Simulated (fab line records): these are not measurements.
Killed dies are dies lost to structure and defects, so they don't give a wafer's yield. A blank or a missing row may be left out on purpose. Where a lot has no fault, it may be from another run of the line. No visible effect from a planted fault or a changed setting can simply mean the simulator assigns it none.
What tool caused it? + flow gf180mcu + 42 wafers from 14 lots sampled at 5 of the route's 602 steps

WHAT THE GAUGES READ, wafer by wafer
GF_M2_CD_MEAS_14: target cd 280 nm.
| lot  | measured     | on       | cdNm (nm)         |
|------|--------------|----------|-------------------|
| L874 | day 18 21:58 | cdSem-02 | 279.0 279.3 278.2 |
| L875 | day 19 04:11 | cdSem-02 | 283.2 282.7 283.6 |
| L877 | day 19 23:45 | cdSem-02 | 281.1 281.3 281.5 |
| L878 | day 20 21:01 | cdSem-01 | 278.5 279.7 279.3 |
| L879 | day 20 21:44 | cdSem-02 | 278.5 278.3 277.8 |
| L880 | day 21 08:10 | cdSem-02 | 281.1 281.1 280.5 |
| L881 | day 21 21:31 | cdSem-01 | 280.2 279.6 278.8 |
| L882 | day 22 19:37 | cdSem-02 | 281.9 280.2 280.6 |
| L883 | day 23 04:31 | cdSem-01 | 277.8 278.3 278.7 |
| L884 | day 23 07:38 | cdSem-01 | 279.0 280.2 279.9 |
| L885 | day 23 21:58 | cdSem-02 | 280.8 279.8 281.2 |
| L886 | day 24 01:46 | cdSem-01 | 280.0 279.7 279.9 |
| L887 | day 24 08:37 | cdSem-02 | 375.1 374.7 375.2 |
| L888 | day 24 20:43 | cdSem-01 | 359.1 360.1 360.4 |

GF_M2_OVL_MEAS_15.
| lot  | measured     | on         | M2_OVL (nm) |
|------|--------------|------------|-------------|
| L874 | day 18 22:05 | overlay-01 | 2 -8 -8     |
| L875 | day 19 04:17 | overlay-02 | -6 -3 -14   |
| L877 | day 19 23:51 | overlay-01 | -1 0 6      |
| L878 | day 20 21:08 | overlay-01 | -7 -3 -2    |
| L879 | day 20 21:51 | overlay-02 | 6 4 0       |
| L880 | day 21 08:15 | overlay-01 | 0 -1 -1     |
| L881 | day 21 21:38 | overlay-01 | -2 -3 -5    |
| L882 | day 22 19:42 | overlay-02 | 8 0 -5      |
| L883 | day 23 04:38 | overlay-01 | -3 -13 -8   |
| L884 | day 23 07:43 | overlay-02 | -4 -2 5     |
| L885 | day 23 22:03 | overlay-01 | -6 2 -11    |
| L886 | day 24 01:53 | overlay-01 | -2 -5 2     |
| L887 | day 24 08:42 | overlay-01 | -9 -3 -7    |
| L888 | day 24 20:48 | overlay-02 | -6 2 -7     |

WHICH TOOL RAN EACH LOT (tool, then ch and the chambers of the sampled wafers, then the start)
| lot  | GF_V1_ETCH_17                                | GF_M2_SPUTTER_03            | GF_M2_PEB_12                     |
|------|----------------------------------------------|-----------------------------|----------------------------------|
| L874 | rieDiel-02 ch 1,2,3, day 17 22:19 or earlier | pvdSputter-03, day 17 22:19 | lithoTrack-03 ch 0, day 18 21:37 |
| L875 | rieDiel-01 ch 0,1,3, day 18 05:17 or earlier | pvdSputter-03, day 18 05:17 | lithoTrack-02 ch 0, day 19 03:51 |
| L877 | rieDiel-03 ch 2,3, day 18 23:17 or earlier   | pvdSputter-04, day 18 23:17 | lithoTrack-02 ch 0, day 19 23:26 |
| L878 | rieDiel-02 ch 1,2,3, day 19 20:23 or earlier | pvdSputter-04, day 19 20:23 | lithoTrack-03 ch 0, day 20 20:40 |
| L879 | rieDiel-03 ch 1,2,3, day 19 21:30 or earlier | pvdSputter-01, day 19 21:30 | lithoTrack-01 ch 0, day 20 21:25 |
| L880 | rieDiel-01 ch 2,3, day 20 08:31 or earlier   | pvdSputter-03, day 20 08:31 | lithoTrack-03 ch 0, day 21 07:50 |
| L881 | rieDiel-03 ch 0,2,3, day 20 21:59 or earlier | pvdSputter-03, day 20 21:59 | lithoTrack-01 ch 0, day 21 21:10 |
| L882 | rieDiel-01 ch 1,2,3, day 21 20:17 or earlier | pvdSputter-03, day 21 20:17 | lithoTrack-01 ch 0, day 22 19:17 |
| L883 | rieDiel-01 ch 0,2, day 22 05:31 or earlier   | pvdSputter-01, day 22 05:31 | lithoTrack-03 ch 0, day 23 04:10 |
| L884 | rieDiel-03 ch 1,2,3, day 22 08:46 or earlier | pvdSputter-01, day 22 08:46 | lithoTrack-01 ch 0, day 23 07:19 |
| L885 | rieDiel-02 ch 0,3, day 22 22:37 or earlier   | pvdSputter-04, day 22 22:37 | lithoTrack-01 ch 0, day 23 21:38 |
| L886 | rieDiel-02 ch 0,2,3, day 23 02:24 or earlier | pvdSputter-03, day 23 02:24 | lithoTrack-01 ch 0, day 24 01:25 |
| L887 | rieDiel-01 ch 1,2, day 23 09:28 or earlier   | pvdSputter-01, day 23 09:28 | lithoTrack-01 ch 0, day 24 08:17 |
| L888 | rieDiel-01 ch 0,1,3, day 23 23:04 or earlier | pvdSputter-01, day 23 23:04 | lithoTrack-01 ch 0, day 24 20:23 |
- GF_V1_ETCH_17: etches SiO2 in C4F8/O2/Ar, stops on TiN, target depth 630 nm.
- GF_M2_SPUTTER_03: material Ti, target thk 10 nm, time 6.7 s.
- GF_M2_PEB_12: peb time 90 s.

WHAT THE TOOLS THEMSELVES READ (means of the sampled wafers that have a number; where no wafer has one, the mark that the record gives instead)
GF_V1_ETCH_17.
| lot  | tool       | oesProductAu (a.u.) |
|------|------------|---------------------|
| L874 | rieDiel-02 | 0.858               |
| L875 | rieDiel-01 | 0.852               |
| L877 | rieDiel-03 | 0.855               |
| L878 | rieDiel-02 | 0.856               |
| L879 | rieDiel-03 | 0.850               |
| L880 | rieDiel-01 | 0.856               |
| L881 | rieDiel-03 | 0.853               |
| L882 | rieDiel-01 | 0.853               |
| L883 | rieDiel-01 | 0.859               |
| L884 | rieDiel-03 | 0.858               |
| L885 | rieDiel-02 | 0.856               |
| L886 | rieDiel-02 | 0.855               |
| L887 | rieDiel-01 | 0.855               |
| L888 | rieDiel-01 | 0.856               |

GF_M2_SPUTTER_03.
| lot  | tool          | chamberPressurePa (Pa) | substrateTempC (C) | throttleValvePct (%) |
|------|---------------|------------------------|--------------------|----------------------|
| L874 | pvdSputter-03 | 0.3000                 | 300.12             | 29.5                 |
| L875 | pvdSputter-03 | 0.3001                 | 299.92             | 29.4                 |
| L877 | pvdSputter-04 | 0.2993                 | 299.89             | 30.3                 |
| L878 | pvdSputter-04 | 0.2995                 | 300.03             | 31.0                 |
| L879 | pvdSputter-01 | 0.3002                 | 299.93             | 29.5                 |
| L880 | pvdSputter-03 | 0.2998                 | 299.97             | 29.3                 |
| L881 | pvdSputter-03 | 0.2999                 | 300.00             | 30.1                 |
| L882 | pvdSputter-03 | 0.2998                 | 299.91             | 29.4                 |
| L883 | pvdSputter-01 | 0.3000                 | 299.94             | 29.7                 |
| L884 | pvdSputter-01 | 0.2998                 | 300.09             | 28.1                 |
| L885 | pvdSputter-04 | 0.3000                 | 300.06             | 30.2                 |
| L886 | pvdSputter-03 | 0.2999                 | 299.97             | 29.0                 |
| L887 | pvdSputter-01 | 0.2998                 | 299.99             | 28.2                 |
| L888 | pvdSputter-01 | 0.3004                 | 300.11             | 29.5                 |

GF_M2_PEB_12.
| lot  | tool          | heaterPowerTotalW (W) | plateTempC (C) |
|------|---------------|-----------------------|----------------|
| L874 | lithoTrack-03 | 85.77                 | 135.02         |
| L875 | lithoTrack-02 | 85.73                 | 135.04         |
| L877 | lithoTrack-02 | 85.72                 | 135.12         |
| L878 | lithoTrack-03 | 85.77                 | 134.88         |
| L879 | lithoTrack-01 | 85.66                 | 134.98         |
| L880 | lithoTrack-03 | 85.69                 | 134.85         |
| L881 | lithoTrack-01 | 85.73                 | 134.91         |
| L882 | lithoTrack-01 | 85.62                 | 135.00         |
| L883 | lithoTrack-03 | 85.64                 | 134.99         |
| L884 | lithoTrack-01 | 85.71                 | 135.03         |
| L885 | lithoTrack-01 | 85.76                 | 134.97         |
| L886 | lithoTrack-01 | 85.77                 | 135.09         |
| L887 | lithoTrack-01 | 72.44                 | 119.02         |
| L888 | lithoTrack-01 | 72.54                 | 118.96         |

THE ANSWER, worked out from the rows above alone
Rule: the usual values come from the lots themselves. Put in order of their means at a reading, lots are off if they are a third of the lots or fewer, leave a main group of 4 or more, and stand apart from it by a gap of 3 or more times the standard deviation of the main group's means; of several such gaps the widest counts. Not used: any main group whose means are identical at the precision the tables above print for the reading. A lot without any number at a reading at which 4 lots or more have one is off too. The other lots that the step has rows for count as sound. Order of review: gauges by route order, followed by the tools' own readings, for which a lot's mean as printed above is used. At the first step where some lot is off, the reading lying furthest off is the one used; lots without a number count as furthest.
Off at GF_M2_CD_MEAS_14 (cdNm): L887, L888. Mean 280.0 nm and standard deviation 1.4 in the main group.
A tool fits if, at a process step before that reading, it ran every lot that is off, and no sound lot after the first of them. Not tried: the gauges at GF_M2_CD_MEAS_14; whatever is off there is also off at GF_M2_PEB_12, on other tools, and gauge error can't account for it. Because GF_V1_ETCH_17 lacks a start for some lots, the hours and order of its lots are taken from GF_M2_SPUTTER_03. Can't be told from this: 3 tools fit, rieDiel-01 at GF_V1_ETCH_17, pvdSputter-01 at GF_M2_SPUTTER_03, lithoTrack-01 at GF_M2_PEB_12.

WHAT THE SIMULATOR HAD INSERTED
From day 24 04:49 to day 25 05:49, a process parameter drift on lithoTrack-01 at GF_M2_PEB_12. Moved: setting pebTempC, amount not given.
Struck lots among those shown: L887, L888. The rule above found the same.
